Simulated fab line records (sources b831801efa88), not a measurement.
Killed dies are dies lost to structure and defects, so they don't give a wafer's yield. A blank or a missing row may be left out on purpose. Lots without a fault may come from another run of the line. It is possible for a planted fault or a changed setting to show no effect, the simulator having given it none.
Which tool is to blame? -- flow gf180mcu -- 39 wafers from 13 lots sampled at 4 of the route's 602 steps

## WHAT THE GAUGES READ, wafer by wafer
GF_M1_RS_MEAS_05: measures by four-point-probe. Usual: M1_ALCU_RS gives 0.0692 ohm/sq (standard deviation 0.00074).
lot,measured,on,M1_ALCU_RS (ohm/sq),flag
L466,day 15 19:47,filmMetro-04,0.0696 0.0688 0.0680,
L469,day 17 11:59,filmMetro-04,0.0697 0.0702 0.0695,
L471,day 18 05:27,filmMetro-01,0.0705 0.0699 0.0695,
L479,day 21 01:31,filmMetro-04,0.0692 0.0697 0.0697,
L480,day 21 07:11,filmMetro-04,0.0690 0.0686 0.0686,
L481,day 21 16:46,filmMetro-03,0.0695 0.0691 0.0701,
L482,day 22 04:03,filmMetro-04,0.0684 0.0688 0.0678,
L483,day 22 10:24,filmMetro-01,0.0709 0.0697 0.0693,
L484,day 22 21:18,filmMetro-03,0.0695 0.0680 0.0685,
L485,day 22 23:42,filmMetro-03,0.0696 0.0692 0.0697,
L486,day 23 13:26,filmMetro-03,0.0696 0.0690 0.0690,
L488,day 24 00:38,filmMetro-03,0.0695 0.0681 0.0693,
L489,day 24 02:58,filmMetro-03,0.0691 0.0696 0.0686,

GF_V1_THK_MEAS_03. Usual: V1_CVD_02_THK gives 851 nm (standard deviation 11).
lot,measured,on,V1_CVD_02_THK (nm),flag
L466,day 16 19:16,filmMetro-01,821 854 841,
L469,day 18 12:14,filmMetro-02,849 851 865,
L471,day 19 06:55,filmMetro-02,840 867 866,
L479,day 22 02:28,filmMetro-04,840 847 844,
L480,day 22 07:34,filmMetro-04,849 858 847,
L481,day 22 17:38,filmMetro-02,840 841 854,
L482,day 23 04:08,filmMetro-02,841 862 863,
L483,day 23 10:25,filmMetro-04,843 841 856,
L484,day 23 21:04,filmMetro-01,846 841 848,
L485,day 24 00:15,filmMetro-02,849 834 851,
L486,day 24 12:24,filmMetro-02,852 857 870,
L488,day 24 23:55,filmMetro-04,835 859 865,
L489,day 25 02:10,filmMetro-01,840 844 873,

## TOOL THAT RAN EACH LOT (tool first, then ch and the chambers of the sampled wafers, then the start)
lot,GF_CONTACT_SPUTTER_22,GF_M1_STRIP_17
L466,"pvdSputter-02, day 15 18:52","plasmaAsher-02 ch 1, day 16 18:31"
L469,"pvdSputter-01, day 17 11:03","plasmaAsher-04 ch 0,1, day 18 11:30"
L471,"pvdSputter-02, day 18 04:24","plasmaAsher-01 ch 0,1, day 19 06:12"
L479,"pvdSputter-02, day 21 00:35","plasmaAsher-01 ch 0,1, day 22 01:44"
L480,"pvdSputter-02, day 21 06:17","plasmaAsher-02 ch 0,1, day 22 06:48"
L481,"pvdSputter-04, day 21 15:52","plasmaAsher-01 ch 0,1, day 22 16:51"
L482,"pvdSputter-02, day 22 03:07","plasmaAsher-02 ch 0,1, day 23 03:23"
L483,"pvdSputter-02, day 22 09:30","plasmaAsher-04 ch 0,1, day 23 09:38"
L484,"pvdSputter-02, day 22 20:24","plasmaAsher-04 ch 0,1, day 23 20:18"
L485,"pvdSputter-02, day 22 22:48","plasmaAsher-04 ch 0, day 23 23:28"
L486,"pvdSputter-02, day 23 12:32","plasmaAsher-01 ch 0, day 24 11:32"
L488,"pvdSputter-02, day 23 23:44","plasmaAsher-02 ch 0,1, day 24 23:03"
L489,"pvdSputter-01, day 24 02:03","plasmaAsher-01 ch 0,1, day 25 01:18"
- GF_CONTACT_SPUTTER_22: material Ti, target thk 15 nm, time 80.02 s.
- GF_M1_STRIP_17: strips in O2/N2.

## WHAT THE TOOLS THEMSELVES READ (means of the sampled wafers that have a number; where no wafer has one, the mark that the record gives instead)
GF_CONTACT_SPUTTER_22. Usual: throttleValvePct at 29.4 %, with a standard deviation of 0.86.
lot,tool,throttleValvePct (%),flag
L466,pvdSputter-02,29.3,
L469,pvdSputter-01,28.5,
L471,pvdSputter-02,30.0,
L479,pvdSputter-02,29.7,
L480,pvdSputter-02,30.0,
L481,pvdSputter-04,29.6,
L482,pvdSputter-02,30.2,
L483,pvdSputter-02,30.0,
L484,pvdSputter-02,29.0,
L485,pvdSputter-02,28.7,
L486,pvdSputter-02,29.2,
L488,pvdSputter-02,29.5,
L489,pvdSputter-01,29.4,

GF_M1_STRIP_17. Usual: chamberPressureMTorr 1500.0 mTorr, standard deviation 1.4; drypumpMotorCurrentA 5.7 A, standard deviation 0.43; heaterPowerW 321 W, standard deviation 20; oesProductAu 0.558 a.u., standard deviation 0.0044; stripTimeToEndpointS 7.87 s, standard deviation 0.047.
lot,tool,chamberPressureMTorr (mTorr),drypumpMotorCurrentA (A),heaterPowerW (W),oesProductAu (a.u.),stripTimeToEndpointS (s),flag
L466,plasmaAsher-02,1500.2,6.4,355,0.558,7.92,
L469,plasmaAsher-04,1499.8,5.2,307,0.560,7.88,
L471,plasmaAsher-01,1498.1,5.9,323,0.557,7.89,
L479,plasmaAsher-01,1499.8,5.8,336,0.556,7.81,
L480,plasmaAsher-02,-,-,-,-,-,OFF
L481,plasmaAsher-01,-,-,-,-,-,OFF
L482,plasmaAsher-02,1498.8,6.0,320,0.561,7.90,
L483,plasmaAsher-04,1499.7,5.2,308,0.559,7.91,
L484,plasmaAsher-04,1499.8,5.2,306,0.562,7.93,
L485,plasmaAsher-04,1500.6,5.2,309,0.561,7.86,
L486,plasmaAsher-01,1500.0,5.5,357,0.559,7.85,
L488,plasmaAsher-02,1500.1,6.1,319,0.556,7.87,
L489,plasmaAsher-01,1500.6,5.8,338,0.557,7.83,

## THE ANSWER, worked out from the rows above alone
Rule: take the mean of a lot's wafers that have a number; if it is more than 3 standard deviations from the usual mean, the lot is off. Also off: a lot with no number at a reading for which 4 or more lots have one. Where the step has rows for the other lots, those lots are counted as sound. After the gauges, taken in route order, come the tools' own readings; for these a lot's mean is taken, as printed above. At the first step where some lot is off, the reading lying furthest off is the one used; lots without a number count as furthest.
Off: L480, L481 (GF_M1_STRIP_17, chamberPressureMTorr). Without a number there: L480, L481.
If a tool, at that step or one of the process steps before it, ran each lot that is off and ran no sound lot following the first of them, it fits. Of those tried, none fits.

## WHAT THE SIMULATOR HAD INSERTED
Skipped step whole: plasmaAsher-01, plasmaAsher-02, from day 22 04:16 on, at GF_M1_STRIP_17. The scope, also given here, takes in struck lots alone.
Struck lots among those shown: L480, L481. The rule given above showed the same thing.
